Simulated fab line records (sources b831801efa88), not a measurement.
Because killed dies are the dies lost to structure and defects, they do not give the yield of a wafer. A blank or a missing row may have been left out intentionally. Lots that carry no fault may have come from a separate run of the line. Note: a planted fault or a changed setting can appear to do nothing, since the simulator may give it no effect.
Matching of chambers / flow sky130 / SKY_PASSIVATION_CVD_00 on pecvd-01 has 3 sister chambers
The step deposits SiO2, target thk 90 nm. 22 wafers are shown with their chamber, then 11 later ones without.

== WAFERS PAIRED WITH THEIR CHAMBERS ==
wafer=L077.1; chamber=1; heater-power-w (W)=644
wafer=L077.2; chamber=0; heater-power-w (W)=723
wafer=L077.3; chamber=2; heater-power-w (W)=603
wafer=L076.1; chamber=2; heater-power-w (W)=697
wafer=L076.2; chamber=0; heater-power-w (W)=696
wafer=L076.6; chamber=0; heater-power-w (W)=709
wafer=L080.3; chamber=1; heater-power-w (W)=648
wafer=L080.4; chamber=0; heater-power-w (W)=718
wafer=L080.5; chamber=1; heater-power-w (W)=671
wafer=L082.3; chamber=1; heater-power-w (W)=620
wafer=L082.4; chamber=0; heater-power-w (W)=725
wafer=L082.6; chamber=1; heater-power-w (W)=624
wafer=L083.1; chamber=2; heater-power-w (W)=622
wafer=L083.2; chamber=1; heater-power-w (W)=692
wafer=L083.6; chamber=0; heater-power-w (W)=681
wafer=L084.1; chamber=0; heater-power-w (W)=704
wafer=L084.4; chamber=1; heater-power-w (W)=738
wafer=L084.6; chamber=2; heater-power-w (W)=698
wafer=L085.4; chamber=2; heater-power-w (W)=732
wafer=L085.5; chamber=1; heater-power-w (W)=680
wafer=L085.6; chamber=0; heater-power-w (W)=748
wafer=L087.1; chamber=0; heater-power-w (W)=648

SIGNATURES (means of the wafers above)
reading=heater-power-w; chamber 0=705.78; chamber 1=664.62; chamber 2=670.40; scatter within a chamber=39.4
Rule: a wafer lies at a distance from a chamber equal to the root of the sum of squares, over the readings, of (its reading less the chamber's mean, divided by the reading's scatter). The wafer belongs to the nearest chamber; if the next one is less than 2 further off, it can't be placed. The scatter: the root of (the sum of the squares of (reading less its chamber's mean) over the shown wafers, divided by (wafers less chambers)).

== WAFERS WITHOUT THEIR CHAMBER ==
wafer=L087.2; heater-power-w (W)=645
wafer=L087.4; heater-power-w (W)=665
wafer=L089.1; heater-power-w (W)=719
wafer=L089.4; heater-power-w (W)=720
wafer=L089.6; heater-power-w (W)=721
wafer=L090.3; heater-power-w (W)=744
wafer=L090.4; heater-power-w (W)=635
wafer=L090.5; heater-power-w (W)=670
wafer=L095.3; heater-power-w (W)=730
wafer=L095.4; heater-power-w (W)=706
wafer=L095.5; heater-power-w (W)=759

== WHICH CHAMBER EACH WENT THROUGH ==
wafer=L087.2; from the rows above=can't be placed: 1 or 2 or 0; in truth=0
wafer=L087.4; from the rows above=can't be placed: 1 or 2 or 0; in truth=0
wafer=L089.1; from the rows above=can't be placed: 0 or 2 or 1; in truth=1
wafer=L089.4; from the rows above=can't be placed: 0 or 2 or 1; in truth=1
wafer=L089.6; from the rows above=can't be placed: 0 or 2 or 1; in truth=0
wafer=L090.3; from the rows above=can't be placed: 0 or 2 or 1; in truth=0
wafer=L090.4; from the rows above=can't be placed: 1 or 2 or 0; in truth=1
wafer=L090.5; from the rows above=can't be placed: 2 or 1 or 0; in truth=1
wafer=L095.3; from the rows above=can't be placed: 0 or 2 or 1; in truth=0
wafer=L095.4; from the rows above=can't be placed: 0 or 2 or 1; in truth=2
wafer=L095.5; from the rows above=can't be placed: 0 or 2 or 1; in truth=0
0 of 11 placed correctly. Not placeable from these rows: 11 (in 11, the candidates include the true chamber). Placed wrongly: 0.
